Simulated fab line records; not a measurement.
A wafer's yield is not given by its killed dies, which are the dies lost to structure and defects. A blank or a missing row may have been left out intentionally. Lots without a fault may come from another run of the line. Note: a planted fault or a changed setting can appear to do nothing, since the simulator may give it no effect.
Which tool did it?    flow gf180mcu    Sampling: 24 lots, 72 wafers, 4 of 602 route steps

== WHAT THE GAUGES READ, wafer by wafer ==
GF_V2_THK_MEAS_25: measures by xrf.
lot   measured      on             V2_W_THK (nm)
L074  day 20 08:40  film-metro-04  356 347 355
L075  day 20 18:50  film-metro-03  347 352 343
L076  day 21 08:14  film-metro-01  350 347 350
L077  day 21 17:56  film-metro-01  342 345 347
L079  day 22 05:53  film-metro-01  353 353 352
L078  day 22 08:07  film-metro-01  349 352 352
L080  day 22 20:52  film-metro-04  357 351 354
L081  day 23 00:52  film-metro-03  337 339 339
L082  day 23 04:43  film-metro-01  348 351 354
L083  day 23 13:53  film-metro-03  342 345 346
L084  day 24 03:20  film-metro-03  348 351 351
L085  day 24 12:01  film-metro-03  348 347 351
L086  day 24 14:50  film-metro-04  357 359 359
L087  day 25 03:23  film-metro-04  355 355 357
L088  day 25 10:19  film-metro-04  350 353 352
L089  day 25 15:05  film-metro-03  357 350 353
L090  day 25 22:31  film-metro-04  352 352 352
L091  day 26 11:36  film-metro-01  355 357 352
L092  day 26 16:26  film-metro-04  355 350 351
L093  day 26 22:06  film-metro-04  345 345 343
L094  day 27 06:16  film-metro-04  355 347 349
L095  day 27 12:09  film-metro-04  350 349 349
L096  day 28 00:04  film-metro-03  346 344 344
L097  day 28 04:59  film-metro-01  348 353 353

GF_V4_RS_MEAS_24: measures by four-point-probe.
lot   measured      on             V4_W_RS (ohm/sq)
L074  day 24 12:12  film-metro-01  0.331 0.334 0.335
L075  day 24 20:34  film-metro-01  0.330 0.327 0.326
L076  day 25 09:13  film-metro-04  0.328 0.328 0.334
L077  day 25 18:03  film-metro-03  0.333 0.335 0.333
L079  day 26 04:25  film-metro-01  0.330 0.322 0.326
L078  day 26 07:30  film-metro-03  0.332 0.329 0.328
L080  day 26 18:34  film-metro-01  0.337 0.329 0.333
L081  day 26 21:01  film-metro-01  0.330 0.333 0.333
L082  day 27 02:34  film-metro-03  0.327 0.329 0.324
L083  day 27 10:28  film-metro-03  0.334 0.335 0.336
L084  day 27 21:48  film-metro-04  0.330 0.330 0.334
L085  day 28 05:35  film-metro-01  0.328 0.328 0.331
L086  day 28 08:46  film-metro-04  0.330 0.332 0.331
L087  day 28 18:26  film-metro-04  0.331 0.330 0.328
L088  day 29 02:28  film-metro-03  0.331 0.335 0.329
L089  day 29 06:03  film-metro-01  0.330 0.326 0.334
L090  day 29 12:58  film-metro-03  0.338 0.333 0.332
L091  day 30 00:22  film-metro-04  0.330 0.326 0.330
L092  day 30 04:24  film-metro-01  0.334 0.328 0.334
L093  day 30 11:21  film-metro-01  0.325 0.332 0.325
L094  day 30 17:06  film-metro-01  0.332 0.330 0.331
L095  day 30 23:07  film-metro-03  0.325 0.335 0.327
L096  day 31 11:15  film-metro-03  0.327 0.324 0.328
L097  day 31 14:47  film-metro-04  0.333 0.328 0.332

GF_V4_THK_MEAS_25: measures by xrf.
lot   measured      on             V4_W_THK (nm)
L074  day 24 12:18  film-metro-01  344 347 342
L075  day 24 20:41  film-metro-01  350 352 352
L076  day 25 09:20  film-metro-04  349 351 345
L077  day 25 18:10  film-metro-03  346 345 344
L079  day 26 04:32  film-metro-01  345 354 348
L078  day 26 07:37  film-metro-03  343 347 346
L080  day 26 18:41  film-metro-01  338 348 343
L081  day 26 21:08  film-metro-01  346 343 344
L082  day 27 02:41  film-metro-03  346 345 349
L083  day 27 10:34  film-metro-03  339 341 338
L084  day 27 21:54  film-metro-04  344 345 341
L085  day 28 05:41  film-metro-01  351 348 348
L086  day 28 08:52  film-metro-04  346 342 341
L087  day 28 18:33  film-metro-04  342 346 347
L088  day 29 02:35  film-metro-03  343 338 346
L089  day 29 06:10  film-metro-01  348 351 344
L090  day 29 13:05  film-metro-03  336 340 343
L091  day 30 00:28  film-metro-04  348 348 346
L092  day 30 04:31  film-metro-01  345 352 346
L093  day 30 11:28  film-metro-01  354 348 351
L094  day 30 17:12  film-metro-01  348 349 346
L095  day 30 23:14  film-metro-03  352 341 349
L096  day 31 11:22  film-metro-03  345 349 348
L097  day 31 14:54  film-metro-04  342 343 340

== WHICH TOOL RAN EACH LOT (tool, then ch and the chambers of the sampled wafers, then the start) ==
lot   GF_M2_METAL_ETCH_16
L074  rie-metal-01 ch 0,1, day 19 05:20
L075  rie-metal-04 ch 0,1, day 19 15:47
L076  rie-metal-02 ch 0,1, day 20 05:07
L077  rie-metal-02 ch 0,1, day 20 15:41
L079  rie-metal-04 ch 0,1, day 21 03:49
L078  rie-metal-02 ch 0, day 21 05:29
L080  rie-metal-04 ch 0,1, day 21 19:07
L081  rie-metal-02 ch 0,1, day 21 22:52
L082  rie-metal-04 ch 0,1, day 22 03:35
L083  rie-metal-02 ch 0,1, day 22 12:41
L084  rie-metal-04 ch 0,1, day 23 02:26
L085  rie-metal-01 ch 0,1, day 23 10:42
L086  rie-metal-04 ch 0,1, day 23 14:08
L087  rie-metal-01 ch 1, day 24 02:43
L088  rie-metal-01 ch 1, day 24 09:41
L089  rie-metal-04 ch 0,1, day 24 14:29
L090  rie-metal-01 ch 0,1, day 24 23:05
L091  rie-metal-04 ch 0,1, day 25 12:11
L092  rie-metal-01 ch 0,1, day 25 17:14
L093  rie-metal-02 ch 0,1, day 25 23:20
L094  rie-metal-02 ch 0,1, day 26 07:22
L095  rie-metal-04 ch 0,1, day 26 12:28
L096  rie-metal-04 ch 0,1, day 27 02:02
L097  rie-metal-02 ch 0, day 27 07:07
- GF_M2_METAL_ETCH_16: etches the open film in Cl2/BCl3, stops on SiO2, target depth 750.8 nm, time 125.1 s.

== WHAT THE TOOLS THEMSELVES READ (means of the sampled wafers that have a number; where no wafer has one, the mark that the record gives instead) ==
GF_M2_METAL_ETCH_16.
lot   tool          drypump-motor-current-A (A)  oes-product-au (a.u.)  throttle-valve-pct (%)
L074  rie-metal-01  5.50                         0.993                  28.229
L075  rie-metal-04  5.02                         0.992                  28.229
L076  rie-metal-02  5.47                         0.990                  28.235
L077  rie-metal-02  5.47                         0.993                  28.222
L079  rie-metal-04  5.10                         0.992                  28.229
L078  rie-metal-02  5.56                         0.990                  28.222
L080  rie-metal-04  5.03                         0.989                  28.230
L081  rie-metal-02  5.47                         0.989                  28.222
L082  rie-metal-04  5.08                         0.993                  28.225
L083  rie-metal-02  5.40                         0.986                  28.226
L084  rie-metal-04  5.11                         0.991                  28.229
L085  rie-metal-01  5.41                         0.989                  28.226
L086  rie-metal-04  5.12                         0.988                  28.227
L087  rie-metal-01  5.33                         0.988                  28.239
L088  rie-metal-01  5.32                         0.987                  28.243
L089  rie-metal-04  5.02                         0.980                  28.243
L090  rie-metal-01  5.41                         0.985                  28.238
L091  rie-metal-04  5.11                         0.996                  28.225
L092  rie-metal-01  5.48                         0.987                  28.238
L093  rie-metal-02  5.47                         0.991                  28.233
L094  rie-metal-02  5.48                         0.993                  28.222
L095  rie-metal-04  5.03                         0.989                  28.236
L096  rie-metal-04  5.10                         0.987                  28.239
L097  rie-metal-02  5.55                         0.994                  28.228

== THE ANSWER, worked out from the rows above alone ==
Rule: usual is defined by the lots themselves. The widest of any qualifying gaps counts: lots, ordered by their means at a reading, are off when they make up no more than a third of the lots, leave a main group of 4 or more, and stand apart from it by 3 or more times the standard deviation of that group's means. If all means in a main group match to the digits the tables above print for the reading, that group is not used. A lot without any number at a reading at which 4 lots or more have one is off too. Any other lot the step has rows for is counted as sound. After the gauges, taken in route order, come the tools' own readings; for these a lot's mean is taken, as printed above. The first step at which some lot is off is used, and at that step the reading that is off furthest; a lot without a number counts as furthest.
None of the lots is off at any reading shown; this tells nothing.

== WHAT THE SIMULATOR HAD PUT IN ==
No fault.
